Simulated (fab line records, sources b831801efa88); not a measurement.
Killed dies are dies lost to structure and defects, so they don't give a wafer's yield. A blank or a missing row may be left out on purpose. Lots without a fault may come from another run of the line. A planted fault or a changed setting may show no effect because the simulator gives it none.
Problem report in the 8D (eight disciplines) form, filled by code | flow gf180mcu | the parts of the form that need people (team, actions taken, sign-off) are left out

1. THE PROBLEM
V3_CVD_00_THK at GF_V3_THK_MEAS_01 reads a mean of 296 nm on 3 wafers of 2 lots; wafers without a fault read 599 nm with a standard deviation of 8.7. That is -35 standard deviations from the usual mean.
First seen on wafer L468.1, day 25 10:56, on film_metro-01. The record holds 37 wafers of 13 lots with a number at this step. Rule for "out", or "out of limits": more than 4 standard deviations from the usual mean. The other wafers with a number count as sound.

2. WHAT IT IS AND WHAT IT IS NOT
question                    | is                     | is not
which readings at this step | V3_CVD_00_THK          | -
which lots                  | L468, L469             | L457, L458, L459, L460, L461, L462, L463, L475, L478, L479, L480
which wafers of those lots  | L468.1, L468.6, L469.2 | L468.2
read on which gauges        | film_metro-01          | film_metro-03, film_metro-04
when                        | from day 25 10:56      | up to then (22 sound wafers); but 12 sound wafers of L475, L478, L479, L480 came after

3. SUSPECTS, AND WHAT RULES EACH OUT
Counting: a tool at a process step up to the reading stays a suspect if it ran every lot that is out. Sound lots after the first of them don't rule it out here, since some wafers of a struck lot are sound.
- the gauge at GF_V3_THK_MEAS_01: ruled out. All the wafers that are out were read on film_metro-01, but those of them that GF_V3_CVD_00 has rows for are out there too, on other tools.
- hdpcvd-01 at GF_V3_CVD_00 (deposits SiO2, target thk 600 nm, time 100 s): kept. It ran every lot that is out, first L468 (day 25 10:52); its last sound lot up to then is L461 (day 23 09:07). Its own readings are out on those wafers: sih4_flow_sccm.
- Within hdpcvd-01 at GF_V3_CVD_00: the wafers that are out ran in chamber 0; their sound lot-mates ran in chamber 1.
Left after counting: hdpcvd-01 at GF_V3_CVD_00.

4. THE CAUSE (what the simulator had put in)
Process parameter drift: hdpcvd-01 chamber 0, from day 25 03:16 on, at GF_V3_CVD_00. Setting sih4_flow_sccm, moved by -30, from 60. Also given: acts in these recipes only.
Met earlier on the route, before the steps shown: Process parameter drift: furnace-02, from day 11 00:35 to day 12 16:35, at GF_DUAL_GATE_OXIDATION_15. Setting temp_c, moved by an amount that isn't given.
Counting left only this tool.

5. THE CHAIN OF EFFECTS, in route order
Each row: a reading whose mean over the struck wafers that have a number lies more than 3 standard deviations from the usual. Only readings for which the record gives a usual standard deviation are gone through. hours: the time from each lot's start at the first step in this table that gives one to its start at this step, as a median over the lots. sigmas: the change in usual standard deviations.
hours | step              | reading        | usual      | on struck wafers | change | sigmas
0     | GF_V3_CVD_00      | sih4_flow_sccm | 60.00 sccm | 30.08            | -29.92 | -99 or more
0     | GF_V3_THK_MEAS_01 | V3_CVD_00_THK  | 599 nm     | 296              | -303   | -35
The process steps in it:
- GF_V3_CVD_00: deposits SiO2, target thk 600 nm, time 100 s.
Later measuring or inspecting steps at which every struck wafer that the step has a row for has a number for every such reading, and none has moved that far: GF_V3_CD_MEAS_14.

6. WHAT WOULD HAVE CAUGHT IT SOONER
In this record the first reading out of limits at a measuring or inspecting step was taken at day 25 10:56, 8 hours after the fault began at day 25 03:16.
The tool's own readings at GF_V3_CVD_00 were out on every struck wafer that the step has a row for (sih4_flow_sccm): an alarm limit on them would have fired on the first of those.
Of the lots that are out (2), L469 began GF_V3_CVD_00 on hdpcvd-01 after day 25 10:56. A hold on the tool at that time would have spared it.
